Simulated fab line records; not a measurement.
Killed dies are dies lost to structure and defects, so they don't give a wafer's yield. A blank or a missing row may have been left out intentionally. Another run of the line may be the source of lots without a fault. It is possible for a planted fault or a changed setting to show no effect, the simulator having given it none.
One fault seen from 2 desks / flow gf180mcu / each desk has only its own numbers; what lay behind them comes last

## THE METROLOGY DESK
What the gauges read, lot by lot, whatever tool the lot ran on: means of the sampled wafers that have a number. Any lot whose mean is over 4 standard deviations away from the usual mean is out of limits and marked OUT; that distance is given in the brackets.
Columns: A = MVSD_TW at GF_MVSD_TW_MEAS_11, usual 1581; B = MVSD_RS at GF_VT_IMPLANT_RS_MEAS_46, usual 456.9 ohm/sq; C = V2_BOW at GF_V2_BOW_MEAS_05, usual 101 um; D = V4_W_RS at GF_V4_RS_MEAS_24, usual 0.328 ohm/sq
lot=L747; first seen here=day 4 15:33; A=1584; B=457.1; C=95; D=0.331
lot=L748; first seen here=day 5 00:01; A=1580; B=456.6; C=96; D=0.329
lot=L749; first seen here=day 5 04:25; A=1578; B=456.7; C=100; D=0.328
lot=L751; first seen here=day 5 15:06; A=1590; B=456.8; C=114; D=0.327
lot=L754; first seen here=day 6 10:19; A=1584; B=456.6; C=108; D=0.325
lot=L755; first seen here=day 6 17:53; A=1591; B=456.9; C=96; D=0.329
lot=L756; first seen here=day 7 02:53; A=1651 (+8.6) OUT; B=425.9 (-31) OUT; C=88; D=0.329
lot=L758; first seen here=day 7 09:37; A=1585; B=456.9; C=101; D=0.327
lot=L763; first seen here=day 8 13:22; A=1726 (+18) OUT; B=394.4 (-62) OUT; C=84; D=0.327
lot=L764; first seen here=day 8 20:19; A=1626 (+5.6) OUT; B=435.2 (-22) OUT; C=102; D=0.325
lot=L765; first seen here=day 9 01:25; A=1576; B=457.6; C=94; D=0.325
lot=L767; first seen here=day 9 10:57; A=1567; B=456.8; C=106; D=0.332
lot=L769; first seen here=day 10 02:01; A=1578; B=458.6; C=107; D=0.328
Finding of this desk: L756, L763, L764 out of limits, first seen on L756 at day 7 02:53 (MVSD_TW at GF_MVSD_TW_MEAS_11). In limits: L747, L748, L749, L751, L754, L755, L758, L765, L767, L769.

## AT THE TOOL OWNER'S DESK: implanter-02
The tool's own readings at GF_MVSD_IMPLANT_08, given as means over the sampled wafers that have a number, one for each lot that went through this tool. Any lot whose mean is over 4 standard deviations away from the usual mean is out of limits and marked OUT; that distance is given in the brackets.
Columns: A = beam-on-s at GF_MVSD_IMPLANT_08, usual 10.00 s; B = faraday-current-uA at GF_MVSD_IMPLANT_08, usual 90.2; C = tilt-deg at GF_MVSD_IMPLANT_08, usual -0.002 degrees
lot=L747; first seen here=day 4 15:09; A=10.12; B=89.3; C=-0.005
lot=L748; first seen here=day 4 23:38; A=9.97; B=90.3; C=-0.014
lot=L754; first seen here=day 6 09:56; A=9.93; B=90.9; C=0.010
lot=L755; first seen here=day 6 17:28; A=10.07; B=89.6; C=0.009
lot=L756; first seen here=day 7 02:32; A=11.86 (+9.3) OUT; B=77.8 (-7.3) OUT; C=-0.004
lot=L763; first seen here=day 8 13:00; A=13.62 (+18) OUT; B=66.4 (-14) OUT; C=0.001
lot=L764; first seen here=day 8 19:55; A=10.75; B=85.1; C=-0.028
This desk finds L756, L763 out of limits, L756 being first, at day 7 02:32 (beam-on-s at GF_MVSD_IMPLANT_08). In limits: L747, L748, L754, L755, L764.

## ALL TOGETHER
The tool owner's desk could have raised an alarm at day 7 02:32, on L756, L763.
An alarm was possible from the metrology desk at day 7 02:53, on L756, L763, L764.
On record at the tool owner's desk: L764, within its limits.
GF_MVSD_IMPLANT_08 was run on implanter-02 by each of the lots named.

## WHAT HAD BEEN PUT IN BY THE SIMULATOR
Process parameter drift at GF_MVSD_IMPLANT_08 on implanter-02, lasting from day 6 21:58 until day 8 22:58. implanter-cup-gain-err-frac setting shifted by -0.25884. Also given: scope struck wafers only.
Shown lots that were struck: L756, L763, L764.
Delay (hours) between the fault's onset and each desk's first out-of-limits reading: 5 at the tool owner's desk, 5 at the metrology desk.
